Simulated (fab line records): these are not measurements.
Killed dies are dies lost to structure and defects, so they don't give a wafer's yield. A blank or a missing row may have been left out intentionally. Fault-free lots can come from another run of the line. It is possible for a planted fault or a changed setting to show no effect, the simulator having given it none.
Struck lot and sound lot, side by side	flow gf180mcu	18 steps out of a route of 602
Sound: the wafers L592.2, L592.4, L592.5. Wafers L600.1, L600.2, L600.5 were the ones struck. At the end, the cause is stated.
Order at every step that has rows: each side's tool, ch and its chambers, its first start. Under that, the readings that differ: sound wafers	struck wafers	difference of the means	sigmas: that difference in standard deviations of wafers without a fault.
alike: readings whose means differ by less than 2 such deviations, and words and numbers that are the same on both sides. not compared: withheld readings, readings that some wafer has no value for, bounds like >300 that may hide the same value, and numbers for which the record gives no deviation and whose values overlap.
The two part at a step that has a row with sigmas, a row that says differs or no value, or rows on one side only. Numbers that don't overlap but have no deviation are shown without sigmas and don't part them. A reading missing from all wafers of one side parts the sides only when that side holds two or more wafers.

first, 2 steps without rows for these wafers: GF_CONTACT_PEB_12 (peb time 90 s); GF_CONTACT_DEVELOP_13 (develop time 60 s).
GF_CONTACT_CD_MEAS_14: target cd 220 nm.
  sound on cd sem-01, day 18 17:52; struck on cd sem-01, day 21 11:56
  alike: cd nm
GF_CONTACT_OVL_MEAS_15:
  sound on overlay-01, day 18 17:59; struck on overlay-01, day 21 12:03
  alike: CONTACT_OVL
then, 1 step without rows for these wafers: GF_CONTACT_ETCH_16 (etches BARC in N2/H2).
GF_CONTACT_ETCH_17: etches SiO2 in C4F8/O2/Ar, stops on CoSi2, target depth 860 nm.
  sound: rie diel-04 ch 0,2; struck: rie diel-01 ch 0,2
  alike: oes product au
GF_CONTACT_STRIP_18: strips in O2/N2.
  sound on plasma asher-02 ch 0,1, day 18 18:10; struck on plasma asher-02 ch 0,1, day 21 12:15
  alike: drypump motor current A, heater power w, oes product au
  not compared: rf hours counter h
then, 3 steps without rows for these wafers: GF_CONTACT_CLEAN_19 (cleans in SPM); GF_CONTACT_CLEAN_20 (cleans in DIW); GF_CONTACT_CLEAN_21 (cleans in dHF, time 20 s).
GF_CONTACT_SPUTTER_22: material Ti, target thk 15 nm, time 80.02 s.
  sound on pvd sputter-02, day 18 18:29; struck on pvd sputter-03, day 21 12:32
  alike: chamber pressure pa, throttle valve pct
GF_CONTACT_SPUTTER_23: material TiN, target thk 10 nm, time 40 s.
  sound on pvd sputter-02, day 18 18:32; struck on pvd sputter-03, day 21 12:37
  alike: chamber pressure pa, throttle valve pct
GF_CONTACT_CVD_24: deposits W, target thk 300 nm, time 90.339 s.
  sound on cvd w-01 ch 1, day 18 18:35; struck on cvd w-01 ch 0,1, day 21 12:38
reading	sound	struck	difference	sigmas
model.W_of_CONTACT_CVD_24.thk nm (nm)	290.9 292.3 290.3	353.5 349.6 353.1	+60.9	
  alike: heater power outer w, heater power w
GF_CONTACT_RS_MEAS_25: measures by four-point-probe.
  sound on film metro-02, day 18 18:42; struck on film metro-03, day 21 12:45
reading	sound	struck	difference	sigmas
CONTACT_W_RS (ohm/sq)	0.395 0.394 0.396	0.324 0.327 0.324	-0.070	-8
GF_CONTACT_THK_MEAS_26: measures by xrf.
  sound on film metro-02, day 18 18:49; struck on film metro-03, day 21 12:52
reading	sound	struck	difference	sigmas
CONTACT_W_THK (nm)	289 290 290	357 353 357	+66	+9
GF_CONTACT_CMP_27: polishes, stops on SiO2, t overpolish 15 s, target thk 0 nm.
  sound on cmp-02 ch 0,1,2, day 18 18:52; struck on cmp-01 ch 0,2,3, day 21 13:02
reading	sound	struck	difference	sigmas
time to endpoint s (s)	66 68 70	85 95 91	+22	+6
  alike: motor current A
GF_M1_SPUTTER_00: material Ti, target thk 37.5 nm, time 150 s.
  sound on pvd sputter-04, day 18 19:10; struck on pvd sputter-03, day 21 13:14
  alike: chamber pressure pa, throttle valve pct
-- the record jumps here: 12 days lie between the struck wafers' starts before and after (it left off in module M1 and takes up again in module PASSIVATION, whose first step shown is number 602 of the route) --
GF_PASSIVATION_PROBE_99:
  record: rows for the struck wafers here (prober-01, day 33 03:14), none for the sound ones

== WHERE THEY PART ==
First at GF_CONTACT_RS_MEAS_25; last, within this record, at GF_PASSIVATION_PROBE_99.

WHY: whatever the simulator had introduced
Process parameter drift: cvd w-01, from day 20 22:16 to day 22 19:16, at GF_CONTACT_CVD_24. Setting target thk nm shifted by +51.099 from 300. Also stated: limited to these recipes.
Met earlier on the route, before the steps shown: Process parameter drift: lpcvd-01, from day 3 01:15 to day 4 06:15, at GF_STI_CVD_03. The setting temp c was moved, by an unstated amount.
